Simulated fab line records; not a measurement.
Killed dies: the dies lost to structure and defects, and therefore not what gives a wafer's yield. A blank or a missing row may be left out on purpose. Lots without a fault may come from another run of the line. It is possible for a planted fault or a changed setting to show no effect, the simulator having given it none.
Chamber matching ; flow sky130 ; SKY_VIA4_CMP_02 on cmp-01: 4 sister chambers
The step polishes SiO2. 14 wafers are shown with their chamber, then 7 later ones without.

## WAFERS, EACH WITH ITS CHAMBER
wafer;chamber;motor-current-A (A)
L142.1;1;11.1
L142.5;3;10.3
L142.6;2;10.3
L150.3;1;11.3
L150.4;3;10.7
L150.6;0;13.7
L151.1;0;14.5
L151.2;2;10.6
L151.3;1;11.5
L153.3;2;10.6
L153.4;3;10.1
L153.6;2;11.0
L154.1;1;12.4
L154.3;3;10.6

SIGNATURES, as means of the wafers listed above
reading;chamber 0;chamber 1;chamber 2;chamber 3;scatter within a chamber
motor-current-A;14.100;11.575;10.625;10.425;0.422
Rule: for a wafer and a chamber, the distance is found by dividing, reading by reading, the gap between the wafer's reading and the chamber's mean by the reading's scatter, squaring, summing and taking the root. The wafer belongs to the nearest chamber; if the next one is less than 2 further off, it can't be placed. The scatter is the square root of a quotient: the sum, over the shown wafers, of each reading's squared deviation from its chamber's mean, divided by wafers minus chambers.

## WAFERS WHOSE CHAMBER IS MISSING
wafer;motor-current-A (A)
L154.6;10.9
L156.1;10.4
L156.3;10.5
L156.4;14.1
L163.1;10.6
L163.2;9.9
L163.4;10.7

## EACH ONE'S CHAMBER
wafer;from the rows above;in truth
L154.6;can't be placed: 2 or 3 or 1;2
L156.1;can't be placed: 3 or 2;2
L156.3;can't be placed: 3 or 2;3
L156.4;0;0
L163.1;can't be placed: 2 or 3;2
L163.2;can't be placed: 3 or 2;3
L163.4;can't be placed: 2 or 3 or 1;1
Correct placement for 1 of the 7. Cannot be placed on the basis of these rows: 6; the candidates contain the true chamber in 6. Number placed wrongly: 0.
